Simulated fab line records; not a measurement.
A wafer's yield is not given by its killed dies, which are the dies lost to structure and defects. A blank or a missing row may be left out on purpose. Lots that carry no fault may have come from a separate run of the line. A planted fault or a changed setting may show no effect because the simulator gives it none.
Comparing a struck lot with a sound one || flow sky130 || 15 out of 708 route steps
Sound: these wafers, L230.4, L230.5, L230.6. Wafers L242.1, L242.3, L242.4 were the ones struck. Last of all comes the cause.
Order at every step that has rows: each side's tool, ch and its chambers, its first start. Under that, the readings that differ: sound wafers || struck wafers || difference of the means || sigmas: that difference in standard deviations of wafers without a fault.
alike: readings whose means differ by less than 2 such deviations, and words and numbers that are the same on both sides. not compared: withheld readings, readings that some wafer has no value for, bounds like >300 that may hide the same value, and numbers for which the record gives no deviation and whose values overlap.
Wherever a step has rows on one side only, a row that says differs or no value, or a row with sigmas, the two part there. Numbers that don't overlap but have no deviation are shown without sigmas and don't part them. A reading missing from all wafers of one side parts the sides only when that side holds two or more wafers.

SKY_CAPM_METAL_ETCH_13: etches TiN in Cl2/BCl3, stops on SiO2, target depth 220 nm, time 60.68 s.
  sound on rie metal-04 ch 0,1, day 39 12:25; struck on rie metal-03 ch 0,1, day 43 00:39
  alike: drypump motor current A, oes product au, throttle valve pct
  not compared: rf hours counter h
SKY_CAPM_STRIP_14: strips in O2/N2.
  sound on plasma asher-01 ch 0,1, day 39 12:31; struck on plasma asher-03 ch 0,1, day 43 00:43
{"reading": "drypump motor current A (A)", "sound": "4.9 4.9 5.8", "struck": "6.2 6.2 6.2", "difference": "+1.0", "sigmas": "+2"}
  alike: oes product au, strip time to endpoint s
  not compared: rf hours counter h
then, 10 steps without rows for these wafers: SKY_CAPM_STRIP_15 (strips in post etch residue remover, time 1200 s); SKY_CAPM_CLEAN_16 (cleans in IPA, time 180 s); SKY_CAPM_CLEAN_17 (cleans in O3/DIW); SKY_METAL3_DEHYDRATE_05 (time 60 s); SKY_METAL3_HMDS_06 (prime time 60 s); SKY_METAL3_COAT_07 (resist thk 60 nm); SKY_METAL3_COAT_08 (resist thk 1140 nm); SKY_METAL3_SOFTBAKE_09 (time 90 s); SKY_METAL3_EXPOSE_10 (exposes mask MM3, target cd 300 nm); SKY_METAL3_PEB_11.
SKY_METAL3_DEVELOP_12: develop time 60 s.
  sound on litho track-02 ch 0, day 40 13:00; struck on litho track-02 ch 0, day 43 23:00
{"reading": "developer temp C (C)", "sound": "20.94 20.88 20.97", "struck": "21.50 21.56 21.62", "difference": "+0.63", "sigmas": "+5"}
SKY_METAL3_CD_MEAS_13: target cd 300 nm.
  struck on cd sem-01, day 43 23:40; sound on cd sem-02, day 40 13:46
{"reading": "cd nm (nm)", "sound": "302.0 300.8 301.5", "struck": "298.4 298.3 297.7", "difference": -3.3, "sigmas": -3}
-- the record jumps here: 6 days lie between the struck wafers' starts before and after (it left off in module METAL3 and takes up again in module PAD_OPEN, whose first step shown is number 708 of the route) --
SKY_PAD_OPEN_PROBE_99:
  struck on prober-01, day 50 02:43; sound on prober-02, day 47 12:21
{"reading": "sort_bin_6_memory (%)", "sound": "7.5 7.1 8.1", "struck": "7.1 4.3 3.9", "difference": -2.5, "sigmas": -2}
  alike: defect limited yield, killed_at_M0_to_M3, killed_at_M4_up, killed at contacts, killed at front end, killed at other, killed dies, killed open, killed short, sort_bin_3_pad_short, sort_bin_5_function, sort n pass, sort yield pct

== WHERE THEY PART ==
At SKY_CAPM_STRIP_14 first; at SKY_PAD_OPEN_PROBE_99 last (within this record only).

WHY: what the simulator had put in
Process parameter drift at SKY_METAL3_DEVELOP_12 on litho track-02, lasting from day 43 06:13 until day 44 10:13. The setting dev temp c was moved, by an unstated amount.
